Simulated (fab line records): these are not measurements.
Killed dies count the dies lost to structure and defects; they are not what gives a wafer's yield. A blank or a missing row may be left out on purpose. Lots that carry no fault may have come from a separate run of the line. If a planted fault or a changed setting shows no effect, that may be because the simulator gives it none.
fab line records | flow sky130
record: lots: 12 | wafers: 36 | last_day: 50
route steps=708 shown RES_PROTECT@214 LDD_HVN@275 LDD_LDN@296 PAD_OPEN@708
lots that met no fault: from a run of the same line without faults
start_h: hours from the record's opening day to when the first of the lot's shown wafers began | wait_h: hours elapsed since this lot's preceding step | " repeats the value in the row above | L1.1+2: one row covering several wafers at once | - value missing, or start not given | * or withheld: withheld | < > ~ a bound
route shown NAME@n: names a module that has steps shown in the file, with the first one's number in the route | usual: average and standard deviation across the fault-free wafers | same: alike in all rows | chamber/n: place in a boat | sites: per-site readings | _std_site: the values' standard deviation | _edge_site: the outer-site mean with the inner-site mean subtracted | radius_mm: for every site, how far away it sits from the centre of the wafer | mask NAME#n: copy n | behind: tool/chamber where the wafer was last shaped | hold: why the lot went on hold/how many hours it stayed there/how the hold came to an end | device: transistor that didn't switch, given as n, p or np | end of line: the tests these same wafers got at the end of their route | step lacking rows: just its recipe | killed: the dies lost at the first sort to structure and to defects; this is not the yield of the wafer | map: a wafer's dies, marking killed ones x, the rest . and places with no die _
set.NAME: the setting the step ran with; set.NAME@STEP: the setting that earlier step ran with | model.NAME: the simulator's own value behind a step, which no gauge read
the route's steps for a sample of lots (tables are steps, rows are wafers)
services: a tool's chamber out of use, with start hour (start_h, from the record's first day; less than 0 if before it), hours out, and reason
== steps ==
step: SKY_RES_PROTECT_STRIP_07
recipe: chemistry: O2/N2 | power_w: 1400 | pressure_mtorr: 1500 | platen_temp_c: withheld | o2_flow_sccm: 3000 | n2_flow_sccm: 300 | overash_fraction: 0.5
usual: drypump_motor_current_A: 5.5/0.34 | n2_flow_sccm: 300.0/0.88 | o2_flow_sccm: 3000/10 | oes_product_au: 0.518/0.0047 | strip_time_to_endpoint_s: 23.28/0.044
lot.wafer | tool            | chamber | start_h | wait_h | drypump_motor_current_A | n2_flow_sccm | o2_flow_sccm | oes_product_au | rf_hours_counter_h | strip_time_to_endpoint_s
L272.2    | plasma_asher-04 | 1       | 340.55  | 0.1    | 5.0                     | 301.2        | 3003         | 0.520          | 53                 | 23.30
L272.3    | "               | 1       | "       | "      | 5.0                     | 299.5        | 3002         | 0.511          | -                  | 23.32
L272.5    | "               | 1       | "       | "      | 5.0                     | 301.6        | 3010         | 0.519          | -                  | 23.31
L273.1    | plasma_asher-02 | 1       | 351.65  | 0.1    | 5.5                     | 300.3        | 2989         | 0.515          | 64                 | 23.32
L273.5    | "               | 1       | "       | "      | 5.5                     | 300.0        | 2988         | 0.518          | -                  | 23.36
L273.6    | "               | 0       | "       | "      | 5.6                     | 299.0        | 3015         | 0.527          | -                  | 23.37
L274.1    | plasma_asher-02 | 1       | 360.05  | 0.1    | 5.5                     | 300.1        | 2996         | 0.515          | 65                 | 23.27
L274.2    | "               | 0       | "       | "      | 5.6                     | 299.5        | 3004         | 0.518          | 65                 | 23.30
L274.5    | "               | 1       | "       | "      | 5.5                     | 301.1        | 3011         | 0.519          | -                  | 23.29
L275.1    | plasma_asher-03 | 1       | 367.59  | 0.1    | 5.9                     | 298.6        | 2988         | 0.519          | 67                 | 23.26
L275.5    | "               | 0       | "       | "      | 6.0                     | 299.3        | 2993         | 0.518          | -                  | 23.33
L275.6    | "               | 1       | "       | "      | 5.9                     | 300.6        | 2996         | 0.518          | -                  | 23.28
L278.2    | plasma_asher-02 | 0       | 401.74  | 0.1    | 5.6                     | 299.8        | 2994         | 0.519          | 69                 | 23.27
L278.3    | "               | 1       | "       | "      | 5.5                     | 301.0        | 2989         | 0.520          | -                  | 23.22
L278.6    | "               | 1       | "       | "      | 5.5                     | 300.7        | 3002         | 0.518          | -                  | 23.23
L284.3    | plasma_asher-03 | 0       | 480.01  | 0.1    | 6.0                     | 298.9        | 3009         | 0.519          | -                  | 23.26
L284.5    | "               | 1       | "       | "      | 5.9                     | 300.2        | 2994         | 0.522          | -                  | 23.26
L284.6    | "               | 0       | "       | "      | 6.0                     | 298.7        | 3037         | 0.511          | -                  | 23.30
L286.1    | plasma_asher-04 | 0       | 485.35  | 0.1    | 5.3                     | 299.3        | 2993         | 0.514          | 68                 | 23.34
L286.3    | "               | 1       | "       | "      | 5.0                     | 299.1        | 2992         | 0.513          | -                  | 23.31
L286.5    | "               | 1       | "       | "      | 5.0                     | 299.8        | 3002         | 0.518          | -                  | 23.32
L287.1    | plasma_asher-02 | 1       | 494.94  | 0.1    | 5.5                     | 299.4        | 3005         | 0.510          | 73                 | 23.26
L287.2    | "               | 0       | "       | "      | 5.6                     | 300.1        | 3013         | 0.515          | 73                 | 23.24
L287.4    | "               | 1       | "       | "      | 5.5                     | 300.3        | 3024         | 0.520          | -                  | 23.25
L289.1    | plasma_asher-04 | 0       | 501.64  | 0.1    | 5.4                     | 301.3        | 3009         | 0.526          | 70                 | 23.22
L289.2    | "               | 1       | "       | "      | 5.0                     | 301.5        | 3007         | 0.521          | 70                 | 23.18
L289.6    | "               | 1       | "       | "      | 5.0                     | 300.8        | 2999         | 0.522          | -                  | 23.19
L291.4    | plasma_asher-02 | 1       | 514.96  | 0.1    | 5.5                     | 299.0        | 2993         | 0.516          | -                  | 23.23
L291.5    | "               | 0       | "       | "      | 5.6                     | 300.2        | 3023         | 0.513          | -                  | 23.25
L291.6    | "               | 1       | "       | "      | 5.5                     | 298.9        | 2990         | 0.513          | -                  | 23.22
L292.2    | plasma_asher-02 | 0       | 517.65  | 0.1    | 5.6                     | 298.5        | 3002         | 0.517          | 76                 | 23.34
L292.4    | "               | 1       | "       | "      | 5.5                     | 300.1        | 2992         | 0.519          | -                  | 23.29
L292.6    | "               | 0       | "       | "      | 5.6                     | 299.7        | 3008         | 0.524          | -                  | 23.28
L293.1    | plasma_asher-04 | 1       | 530.38  | 0.1    | 5.0                     | 299.0        | 3005         | 0.519          | 74                 | 23.28
L293.4    | "               | 0       | "       | "      | 5.4                     | 301.5        | 3002         | 0.518          | -                  | 23.25
L293.6    | "               | 0       | "       | "      | 5.3                     | 300.9        | 2999         | 0.514          | -                  | 23.29
step: SKY_RES_PROTECT_TW_MEAS_08
usual: POLY_GATE_TW: 4034/36
lot.wafer | tool          | chamber | start_h | wait_h | POLY_GATE_TW
L272.2    | film_metro-03 | -       | 340.66  | 0.1    | 3980
L272.3    | "             | -       | "       | "      | 3971
L272.5    | "             | -       | "       | "      | 3970
L273.1    | film_metro-02 | -       | 351.75  | 0.1    | 4013
L273.5    | "             | -       | "       | "      | 4057
L273.6    | "             | -       | "       | "      | 4042
L274.1    | film_metro-02 | -       | 360.16  | 0.1    | 4052
L274.2    | "             | -       | "       | "      | 4037
L274.5    | "             | -       | "       | "      | 4055
L275.1    | film_metro-04 | -       | 367.69  | 0.1    | 4039
L275.5    | "             | -       | "       | "      | 4054
L275.6    | "             | -       | "       | "      | 4038
L278.2    | film_metro-02 | -       | 401.85  | 0.1    | 4022
L278.3    | "             | -       | "       | "      | 4043
L278.6    | "             | -       | "       | "      | 4026
L284.3    | film_metro-03 | -       | 480.10  | 0.1    | 4003
L284.5    | "             | -       | "       | "      | 3985
L284.6    | "             | -       | "       | "      | 3997
L286.1    | film_metro-02 | -       | 485.45  | 0.1    | 4040
L286.3    | "             | -       | "       | "      | 4022
L286.5    | "             | -       | "       | "      | 4008
L287.1    | film_metro-04 | -       | 495.04  | 0.1    | 4113
L287.2    | "             | -       | "       | "      | 4094
L287.4    | "             | -       | "       | "      | 4084
L289.1    | film_metro-03 | -       | 501.74  | 0.1    | 3983
L289.2    | "             | -       | "       | "      | 3977
L289.6    | "             | -       | "       | "      | 3983
L291.4    | film_metro-02 | -       | 515.06  | 0.1    | 4024
L291.5    | "             | -       | "       | "      | 4010
L291.6    | "             | -       | "       | "      | 4016
L292.2    | film_metro-04 | -       | 517.76  | 0.1    | 4088
L292.4    | "             | -       | "       | "      | 4077
L292.6    | "             | -       | "       | "      | 4062
L293.1    | film_metro-03 | -       | 530.48  | 0.1    | 4041
L293.4    | "             | -       | "       | "      | 4008
L293.6    | "             | -       | "       | "      | 4030
step: SKY_LDD_HVN_IMPLANT_08
recipe: species: P | energy_kev: 60 | dose_cm2: 3e+13 | tilt_deg: 40
usual: beam_energy_keV: 60.002/0.018 | beam_on_s: 10.00/0.22 | dose_ions_cm2: 3e+13/3.3e+10 | end_station_pressure_torr: 5.12e-06/2.7e-07 | faraday_current_uA: 169/3.6
lot.wafer | tool         | chamber | start_h | wait_h | beam_energy_keV | beam_on_s | dose_ions_cm2 | end_station_pressure_torr | faraday_current_uA
L272.2    | implanter-01 | 0       | 465.05  | 0.0    | 60.023          | 10.18     | 3.001e+13     | 5e-06                     | 166
L272.3    | "            | 0       | "       | "      | 59.991          | 10.18     | 2.995e+13     | 5.7e-06                   | 167
L272.5    | "            | 0       | "       | "      | 60.014          | 9.88      | 3.003e+13     | 5.49e-06                  | 172
L273.1    | implanter-01 | 0       | 478.06  | 0.0    | 59.991          | 9.91      | 2.999e+13     | 5.59e-06                  | 171
L273.5    | "            | 0       | "       | "      | 60.007          | 9.98      | 3.003e+13     | 5.05e-06                  | 170
L273.6    | "            | 0       | "       | "      | 60.022          | 10.35     | 2.998e+13     | 5.23e-06                  | 164
L274.1    | implanter-01 | 0       | 486.37  | 0.0    | 59.999          | 10.04     | 2.999e+13     | 5.28e-06                  | 168
L274.2    | "            | 0       | "       | "      | 59.982          | 10.14     | 2.996e+13     | 5.23e-06                  | 168
L274.5    | "            | 0       | "       | "      | 59.991          | 10.01     | 3.006e+13     | 4.83e-06                  | 168
L275.1    | implanter-03 | 0       | 494.41  | 0.0    | 59.991          | 9.58      | 2.996e+13     | 4.95e-06                  | 176
L275.5    | "            | 0       | "       | "      | 59.987          | 9.68      | 2.996e+13     | 5.05e-06                  | 174
L275.6    | "            | 0       | "       | "      | 59.962          | 9.94      | 3.005e+13     | 5.04e-06                  | 171
L278.2    | implanter-03 | 0       | 531.19  | 0.0    | 59.975          | 9.52      | 3.006e+13     | 5.24e-06                  | 177
L278.3    | "            | 0       | "       | "      | 59.993          | 9.81      | 3.008e+13     | 4.91e-06                  | 171
L278.6    | "            | 0       | "       | "      | 59.985          | 10.00     | 3.001e+13     | 5.17e-06                  | 169
L284.3    | implanter-03 | 0       | 604.07  | 0.1    | 59.999          | 11.90     | 3.3104e+14    | 5.83e-06                  | 1559
L284.5    | "            | 0       | "       | "      | 59.998          | 11.99     | 3.3098e+14    | 6.28e-06                  | 1556
L284.6    | "            | 0       | "       | "      | 59.988          | 11.85     | 3.3106e+14    | 6.44e-06                  | 1565
L286.1    | implanter-03 | 0       | 610.12  | 0.0    | 59.982          | 12.05     | 3.3106e+14    | 5.49e-06                  | 1541
L286.3    | "            | 0       | "       | "      | 59.979          | 12.11     | 3.3107e+14    | 6.13e-06                  | 1546
L286.5    | "            | 0       | "       | "      | 59.980          | 12.29     | 3.3106e+14    | 6.04e-06                  | 1514
L287.1    | implanter-03 | 0       | 620.96  | 0.0    | 59.971          | 12.22     | 3.3111e+14    | 6.59e-06                  | 1529
L287.2    | "            | 0       | "       | "      | 59.987          | 12.14     | 3.3104e+14    | 5.97e-06                  | 1536
L287.4    | "            | 0       | "       | "      | 60.004          | 11.72     | 3.3107e+14    | 6.14e-06                  | 1597
L289.1    | implanter-01 | 0       | 626.03  | 0.0    | 60.016          | 9.58      | 2.999e+13     | 5.22e-06                  | 175
L289.2    | "            | 0       | "       | "      | 59.989          | 10.12     | 2.998e+13     | 5.26e-06                  | 167
L289.6    | "            | 0       | "       | "      | 59.993          | 9.96      | 3.004e+13     | 5.22e-06                  | 170
L291.4    | implanter-02 | 0       | 638.06  | 0.1    | 59.978          | 9.53      | 3.008e+13     | 5.2e-06                   | 177
L291.5    | "            | 0       | "       | "      | 60.034          | 10.17     | 3.001e+13     | 5.23e-06                  | 167
L291.6    | "            | 0       | "       | "      | 60.022          | 10.19     | 2.999e+13     | 5.26e-06                  | 166
L292.2    | implanter-02 | 0       | 639.89  | 0.0    | 60.044          | 10.12     | 2.994e+13     | 5.25e-06                  | 167
L292.4    | "            | 0       | "       | "      | 60.006          | 10.17     | 2.998e+13     | 5.24e-06                  | 167
L292.6    | "            | 0       | "       | "      | 59.998          | 10.07     | 2.999e+13     | 5.15e-06                  | 168
L293.1    | implanter-02 | 0       | 652.87  | 0.0    | 60.011          | 10.41     | 2.995e+13     | 5.26e-06                  | 162
L293.4    | "            | 0       | "       | "      | 60.021          | 9.99      | 3.005e+13     | 4.89e-06                  | 170
L293.6    | "            | 0       | "       | "      | 60.000          | 9.78      | 2.999e+13     | 5.4e-06                   | 173
step: SKY_LDD_HVN_TW_MEAS_10
usual: LDD_HVN_TW: 1439/14
lot.wafer | tool          | chamber | start_h | wait_h | hold                     | LDD_HVN_TW
L272.2    | film_metro-04 | -       | 465.29  | 0.1    | -                        | 1449
L272.3    | "             | -       | "       | "      | -                        | 1457
L272.5    | "             | -       | "       | "      | -                        | 1439
L273.1    | film_metro-02 | -       | 478.31  | 0.1    | -                        | 1428
L273.5    | "             | -       | "       | "      | -                        | 1438
L273.6    | "             | -       | "       | "      | -                        | 1432
L274.1    | film_metro-04 | -       | 486.62  | 0.1    | -                        | 1447
L274.2    | "             | -       | "       | "      | -                        | 1445
L274.5    | "             | -       | "       | "      | -                        | 1445
L275.1    | film_metro-04 | -       | 494.66  | 0.1    | -                        | 1453
L275.5    | "             | -       | "       | "      | -                        | 1454
L275.6    | "             | -       | "       | "      | -                        | 1452
L278.2    | film_metro-02 | -       | 531.42  | 0.1    | -                        | 1433
L278.3    | "             | -       | "       | "      | -                        | 1436
L278.6    | "             | -       | "       | "      | -                        | 1437
L284.3    | film_metro-04 | -       | 604.29  | 0.1    | await_dispo/0.2h/release | 3021
L284.5    | "             | -       | "       | "      | await_dispo/0.2h/release | 3011
L284.6    | "             | -       | "       | "      | await_dispo/0.2h/release | 3016
L284.3    | film_metro-04 | -       | 604.52  | 0.2    | -                        | 3020
L284.5    | "             | -       | "       | "      | -                        | 3033
L284.6    | "             | -       | "       | "      | -                        | 3019
L286.1    | film_metro-04 | -       | 610.37  | 0.1    | await_dispo/0.2h/release | 3040
L286.3    | "             | -       | "       | "      | await_dispo/0.2h/release | 3011
L286.5    | "             | -       | "       | "      | await_dispo/0.2h/release | 3014
L286.1    | film_metro-04 | -       | 610.70  | 0.3    | -                        | 3029
L286.3    | "             | -       | "       | "      | -                        | 3014
L286.5    | "             | -       | "       | "      | -                        | 3029
L287.1    | film_metro-01 | -       | 621.21  | 0.1    | await_dispo/0.2h/release | 2949
L287.2    | "             | -       | "       | "      | await_dispo/0.2h/release | 2946
L287.4    | "             | -       | "       | "      | await_dispo/0.2h/release | 2938
L287.1    | film_metro-01 | -       | 621.44  | 0.2    | -                        | 2956
L287.2    | "             | -       | "       | "      | -                        | 2946
L287.4    | "             | -       | "       | "      | -                        | 2947
L289.1    | film_metro-04 | -       | 626.28  | 0.1    | -                        | 1460
L289.2    | "             | -       | "       | "      | -                        | 1467
L289.6    | "             | -       | "       | "      | -                        | 1456
L291.4    | film_metro-01 | -       | 638.26  | 0.1    | -                        | 1413
L291.5    | "             | -       | "       | "      | -                        | 1423
L291.6    | "             | -       | "       | "      | -                        | 1416
L292.2    | film_metro-01 | -       | 640.12  | 0.1    | -                        | 1427
L292.4    | "             | -       | "       | "      | -                        | 1415
L292.6    | "             | -       | "       | "      | -                        | 1414
L293.1    | film_metro-04 | -       | 653.12  | 0.1    | -                        | 1438
L293.4    | "             | -       | "       | "      | -                        | 1456
L293.6    | "             | -       | "       | "      | -                        | 1452
step: SKY_LDD_LDN_OVL_MEAS_07
usual: LDD_LDN_OVL: -0.7/1.3
lot.wafer | tool       | chamber | start_h | wait_h | LDD_LDN_OVL[nm]
L272.2    | overlay-02 | -       | 527.24  | 0.1    | -4.3
L272.3    | "          | -       | "       | "      | -2.8
L272.5    | "          | -       | "       | "      | -3.4
L273.1    | overlay-01 | -       | 540.24  | 0.1    | 0.3
L273.5    | "          | -       | "       | "      | -1.2
L273.6    | "          | -       | "       | "      | 0.4
L274.1    | overlay-01 | -       | 547.65  | 0.1    | 0.1
L274.2    | "          | -       | "       | "      | -2.2
L274.5    | "          | -       | "       | "      | -2.0
L275.1    | overlay-02 | -       | 555.35  | 0.1    | 0.4
L275.5    | "          | -       | "       | "      | 0.1
L275.6    | "          | -       | "       | "      | -0.8
L278.2    | overlay-01 | -       | 591.75  | 0.1    | 0.9
L278.3    | "          | -       | "       | "      | 1.7
L278.6    | "          | -       | "       | "      | 2.5
L289.1    | overlay-02 | -       | 683.89  | 0.1    | 0.7
L289.2    | "          | -       | "       | "      | 0.4
L289.6    | "          | -       | "       | "      | 0.1
L291.4    | overlay-01 | -       | 695.21  | 0.1    | -0.4
L291.5    | "          | -       | "       | "      | -1.2
L291.6    | "          | -       | "       | "      | -1.1
L292.2    | overlay-02 | -       | 696.69  | 0.1    | -2.9
L292.4    | "          | -       | "       | "      | -2.2
L292.6    | "          | -       | "       | "      | -2.6
L293.1    | overlay-02 | -       | 708.94  | 0.1    | -3.8
L293.4    | "          | -       | "       | "      | -2.2
L293.6    | "          | -       | "       | "      | -1.2
step: SKY_PAD_OPEN_PROBE_99
usual: defect_limited_yield: 82.9/1.7 | killed_at_M0_to_M3: 42/6.7 | killed_at_M4_up: 3.4/2 | killed_at_contacts: 24/5.1 | killed_at_front_end: 14/4.2 | killed_at_other: 0.2/0.49 | killed_dies: 84/8.4 | killed_open: 46/7 | killed_short: 39/5.8 | sort_bin_3_pad_short: 0.8/0.42 | sort_bin_5_function: 10.2/1.3 | sort_bin_6_memory: 6.1/1 | sort_n_pass: 408/8.4 | sort_yield_pct: 82.9/1.7
same: gross_dies: 492 | killed_at_back_side: 0 | sort_bin_4_leakage[%]: 0 | sort_bin_8_speed[%]: 0
lot.wafer | tool      | chamber | start_h | wait_h | defect_limited_yield[%] | killed_at_M0_to_M3 | killed_at_M4_up | killed_at_contacts | killed_at_front_end | killed_at_other | killed_dies | killed_open | killed_short | sort_bin_3_pad_short[%] | sort_bin_5_function[%] | sort_bin_6_memory[%] | sort_n_pass | sort_yield_pct[%]
L273.1    | prober-01 | -       | 1086.01 | 0.1    | 84.1                    | 42                 | 0               | 20                 | 16                  | 0               | 78          | 30          | 48           | 1.0                     | 8.7                    | 6.1                  | 414         | 84.1
L273.5    | prober-01 | -       | 1086.21 | 0.2    | 81.5                    | 48                 | 3               | 28                 | 12                  | 0               | 91          | 44          | 47           | 1.0                     | 11.2                   | 6.3                  | 401         | 81.5
L273.6    | prober-01 | -       | 1086.26 | 0.2    | 80.5                    | 53                 | 0               | 24                 | 18                  | 1               | 96          | 45          | 51           | 1.2                     | 12.8                   | 5.5                  | 396         | 80.5
killed by level:class
L273.1 VIA1:geometric_particle:open=9 FIELD_ISO:geometric_particle:short=8 VIA3:geometric_particle:open=7 LI_CONTACT:geometric_particle:open=6 VIA1:geometric_particle:short=5 LOCAL_INTERCONNECT:geometric_particle:short=5 CONTACT:geometric_particle:short=5 METAL2:geometric_particle:short=5
L273.5 VIA1:geometric_particle:open=16 CONTACT:geometric_particle:short=7 VIA1:geometric_particle:short=7 VIA3:geometric_particle:open=7 LI_CONTACT:geometric_particle:short=6 LOCAL_INTERCONNECT:geometric_particle:short=6 CONTACT:geometric_particle:open=5 FIELD_ISO:geometric_particle:open=4
L273.6 VIA1:geometric_particle:open=14 CONTACT:geometric_particle:short=8 METAL1:geometric_particle:short=7 VIA1:geometric_particle:short=7 CONTACT:geometric_particle:open=6 FIELD_ISO:geometric_particle:short=5 METAL3:geometric_particle:short=5 VIA3:geometric_particle:short=5
== services ==
tool            | chamber | start_h | hours | kind
plasma_asher-03 | -       | 333.11  | 1.4   | repair
implanter-02    | -       | 339.65  | 2.0   | repair
implanter-03    | -       | 350.38  | 4.5   | repair
plasma_asher-03 | -       | 421.25  | 9.0   | pm
plasma_asher-03 | 0       | 421.25  | 9.0   | vent_cycle
plasma_asher-03 | 1       | 421.25  | 9.0   | vent_cycle
implanter-03    | -       | 424.93  | 2.9   | pm
plasma_asher-03 | 0       | 430.25  | -     | clean
plasma_asher-03 | 1       | 430.25  | -     | clean
plasma_asher-03 | -       | 433.32  | 0.5   | repair
plasma_asher-02 | -       | 434.97  | 38.2  | repair
implanter-03    | -       | 444.35  | 1.0   | repair
implanter-03    | -       | 458.56  | 2.6   | repair
plasma_asher-02 | -       | 473.15  | 14.6  | pm
implanter-03    | -       | 507.63  | 20.6  | repair
implanter-01    | -       | 527.28  | 5.3   | repair
implanter-02    | -       | 534.07  | 2.2   | repair
plasma_asher-02 | -       | 561.19  | 24.3  | repair
plasma_asher-02 | -       | 561.22  | 2.3   | repair
implanter-01    | -       | 575.99  | 1.4   | repair
implanter-03    | -       | 601.57  | 1.4   | repair
== key ==
first_sign: step: SKY_LDD_HVN_IMPLANT_08 | reading: dose_ions_cm2 | direction: up | sigmas: 99+ | usual: * | struck: *
effect: step: SKY_LDD_HVN_IMPLANT_08 | reading: faraday_current_uA | direction: up | sigmas: 99+ | usual: 169 | struck: 1549
effect: step: SKY_LDD_HVN_TW_MEAS_10 | reading: visit | direction: added
effect: step: SKY_LDD_HVN_TW_MEAS_10 | reading: LDD_HVN_TW | direction: up | sigmas: 99+ | usual: 1439 | struck: 2994
met_at SKY_LDD_HVN_IMPLANT_08
struck_lots L284,L286,L287
scrapped_behind SKY_LDD_HVN_TW_MEAS_10 L284.3,L284.5,L284.6,L286.1,L286.3,L286.5,L287.1,L287.2,L287.4
not_acting_at SKY_RES_PROTECT_STRIP_07,SKY_RES_PROTECT_TW_MEAS_08,SKY_LDD_LDN_OVL_MEAS_07
onset_between 531.19 604.07
fault: kind: process_parameter_drift | tool: implanter-03 | chamber: - | onset_h: 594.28 | steps: SKY_LDD_HVN_IMPLANT_08 | channel: dose_cm2 | offset: * | shape: step | end_h: 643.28 | acts_in: * | stated: *
